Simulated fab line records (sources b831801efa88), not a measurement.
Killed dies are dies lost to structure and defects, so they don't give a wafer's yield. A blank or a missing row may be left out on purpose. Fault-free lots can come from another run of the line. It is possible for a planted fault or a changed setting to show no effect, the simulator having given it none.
Which tool was responsible? || flow sky130 || 7 lots, 21 wafers sampled, at 3 steps of a route of 708

## WHAT THE GAUGES SHOWED, per wafer
SKY_LDD_HVN_TW_MEAS_10.
{"lot": "L782", "measured": "day 21 23:31", "on": "film_metro-02", "LDD_HVN_TW": "1471 1470 1470"}
{"lot": "L787", "measured": "day 23 21:57", "on": "film_metro-02", "LDD_HVN_TW": "31 30 31"}
{"lot": "L792", "measured": "day 25 11:19", "on": "film_metro-01", "LDD_HVN_TW": "1430 1435 1430"}
{"lot": "L795", "measured": "day 26 10:33", "on": "film_metro-01", "LDD_HVN_TW": "1433 1434 1437"}
{"lot": "L797", "measured": "day 27 02:04", "on": "film_metro-04", "LDD_HVN_TW": "1441 1434 1438"}
{"lot": "L799", "measured": "day 27 19:44", "on": "film_metro-02", "LDD_HVN_TW": "1474 1467 1461"}
{"lot": "L801", "measured": "day 28 06:12", "on": "film_metro-02", "LDD_HVN_TW": "1458 1461 1475"}

## WHAT TOOL EACH LOT RAN ON (gives the tool, then ch and the chambers of the sampled wafers, and finally the start)
{"lot": "L782", "SKY_LDD_P_STRIP_10": "plasma_asher-01 ch 0,1, day 20 16:30", "SKY_LDD_HVN_IMPLANT_08": "implanter-02 ch 0, day 21 23:16"}
{"lot": "L787", "SKY_LDD_P_STRIP_10": "plasma_asher-03 ch 0,1, day 22 15:46", "SKY_LDD_HVN_IMPLANT_08": "implanter-04, day 23 21:42"}
{"lot": "L792", "SKY_LDD_P_STRIP_10": "plasma_asher-01 ch 0,1, day 24 05:54", "SKY_LDD_HVN_IMPLANT_08": "implanter-01 ch 0, day 25 11:04"}
{"lot": "L795", "SKY_LDD_P_STRIP_10": "plasma_asher-04 ch 0,1, day 25 05:27", "SKY_LDD_HVN_IMPLANT_08": "implanter-01 ch 0, day 26 10:18"}
{"lot": "L797", "SKY_LDD_P_STRIP_10": "plasma_asher-01 ch 0, day 25 20:49", "SKY_LDD_HVN_IMPLANT_08": "implanter-02 ch 0, day 27 01:49"}
{"lot": "L799", "SKY_LDD_P_STRIP_10": "plasma_asher-03 ch 0,1, day 26 14:54", "SKY_LDD_HVN_IMPLANT_08": "implanter-02 ch 0, day 27 19:29"}
{"lot": "L801", "SKY_LDD_P_STRIP_10": "plasma_asher-03 ch 0,1, day 27 02:22", "SKY_LDD_HVN_IMPLANT_08": "implanter-01 ch 0, day 28 05:57"}
- SKY_LDD_P_STRIP_10: strips in O2/N2.
- SKY_LDD_HVN_IMPLANT_08

## THE ANSWER, worked out from the rows above alone
Rule: the lots themselves supply what counts as usual. Put in order of their means at a reading, lots are off if they are a third of the lots or fewer, leave a main group of 4 or more, and stand apart from it by a gap of 3 or more times the standard deviation of the main group's means; of several such gaps the widest counts. The tables above print the reading to a certain number of digits; a main group whose means all agree to those digits is not used. A lot without any number at a reading at which 4 lots or more have one is off too. All remaining lots with rows at the step are treated as sound.
Off: at SKY_LDD_HVN_TW_MEAS_10 (LDD_HVN_TW), L787. For the main group the mean is 1451 and the standard deviation 17.
If a tool, at a process step before that reading, ran all the lots that are off and no sound lot after the first of them, it fits. Those tools and the gauges at SKY_LDD_HVN_TW_MEAS_10 are tried in the same way. One fits: implanter-04 at SKY_LDD_HVN_IMPLANT_08. It ran no sound lot before its first lot that is off in this sample, so the start can't be narrowed down.

## WHAT WAS PUT IN BY THE SIMULATOR
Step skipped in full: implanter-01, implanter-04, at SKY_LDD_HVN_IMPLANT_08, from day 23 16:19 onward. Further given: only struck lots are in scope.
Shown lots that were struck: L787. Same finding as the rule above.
